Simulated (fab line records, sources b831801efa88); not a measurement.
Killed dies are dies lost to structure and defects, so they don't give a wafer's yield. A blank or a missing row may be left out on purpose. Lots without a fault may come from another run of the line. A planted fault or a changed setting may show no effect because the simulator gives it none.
Which tool did it? | flow gf180mcu | 6 lots, 18 wafers sampled, at 5 steps of a route of 602

WHAT THE GAUGES READ, wafer by wafer
GF_TOP_METAL_CD_MEAS_14: target cd 440 nm.
lot  | measured     | on        | cd_nm (nm)
L937 | day 28 16:40 | cd_sem-01 | 440.6 440.6 441.0
L941 | day 30 00:43 | cd_sem-01 | 473.9 475.5 473.4
L943 | day 30 08:28 | cd_sem-02 | 475.8 478.3 477.9
L947 | day 31 12:32 | cd_sem-02 | 440.5 438.7 441.6
L951 | day 32 18:41 | cd_sem-01 | 439.4 441.0 440.2
L958 | day 34 07:14 | cd_sem-02 | 445.2 443.8 445.9

WHICH TOOL RAN EACH LOT (tool, then ch and the chambers of the sampled wafers, then the start)
lot  | GF_V5_ETCH_17                                 | GF_TOP_METAL_SPUTTER_01      | GF_TOP_METAL_SPUTTER_04      | GF_TOP_METAL_EXPOSE_11
L937 | rie_diel-01 ch 1,2,3, day 27 21:34 or earlier | pvd_sputter-01, day 27 21:34 | pvd_sputter-01, day 27 21:40 | iline_stepper-02 ch 0, day 28 06:46
L941 | rie_diel-01 ch 1,2,3, day 29 05:41 or earlier | pvd_sputter-02, day 29 05:41 | pvd_sputter-02, day 29 05:46 | iline_stepper-02 ch 0, day 29 15:46
L943 | rie_diel-02 ch 1,3, day 29 14:17 or earlier   | pvd_sputter-03, day 29 14:17 | pvd_sputter-03, day 29 14:23 | iline_stepper-02 ch 0, day 29 23:19
L947 | rie_diel-01 ch 1,2, day 30 19:14 or earlier   | pvd_sputter-03, day 30 19:14 | pvd_sputter-03, day 30 19:19 | iline_stepper-01 ch 0, day 31 04:26
L951 | rie_diel-03 ch 0,1, day 32 02:10 or earlier   | pvd_sputter-02, day 32 02:10 | pvd_sputter-02, day 32 02:15 | iline_stepper-01 ch 0, day 32 10:23
L958 | rie_diel-03 ch 0,2,3, day 33 15:38 or earlier | pvd_sputter-02, day 33 15:38 | pvd_sputter-02, day 33 15:43 | iline_stepper-01 ch 0, day 33 23:31
- GF_V5_ETCH_17: etches SiO2 in C4F8/O2/Ar, stops on TiN, target depth 855 nm.
- GF_TOP_METAL_SPUTTER_01: material TiN, target thk 30 nm, time 25 s.
- GF_TOP_METAL_SPUTTER_04: material TiN, target thk 25 nm, time 20.8 s.
- GF_TOP_METAL_EXPOSE_11: exposes mask MetalTop, target cd 440 nm.

THE ANSWER, worked out from the rows above alone
Rule: what is usual is taken from the lots themselves. Put in order of their means at a reading, lots are off if they are a third of the lots or fewer, leave a main group of 4 or more, and stand apart from it by a gap of 3 or more times the standard deviation of the main group's means; of several such gaps the widest counts. A main group whose means are all the same, to the digits that the tables above print for the reading, isn't used. A lot without any number at a reading at which 4 lots or more have one is off too. The other lots that the step has rows for count as sound.
Off: L941, L943, at GF_TOP_METAL_CD_MEAS_14 (cd_nm). The main group: mean 441.5 nm, standard deviation 2.
A tool fits if, at a process step before that reading, it ran every lot that is off, and no sound lot after the first of them. The gauges at GF_TOP_METAL_CD_MEAS_14 are tried like those tools. GF_V5_ETCH_17 gives no start for some lots, so the hours and the order of its lots are those of GF_TOP_METAL_SPUTTER_01. One fits: iline_stepper-02 at GF_TOP_METAL_EXPOSE_11. Its last sound lot is L937 (day 28 06:46), its first lot that is off L941 (day 29 15:46): a fault that began between those two fits.

WHAT THE SIMULATOR HAD PUT IN
Process parameter drift: iline_stepper-02, from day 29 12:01 on, at GF_TOP_METAL_EXPOSE_11. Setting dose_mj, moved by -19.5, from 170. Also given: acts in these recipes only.
Lots struck among those shown: L941, L943. The rule above found the same.
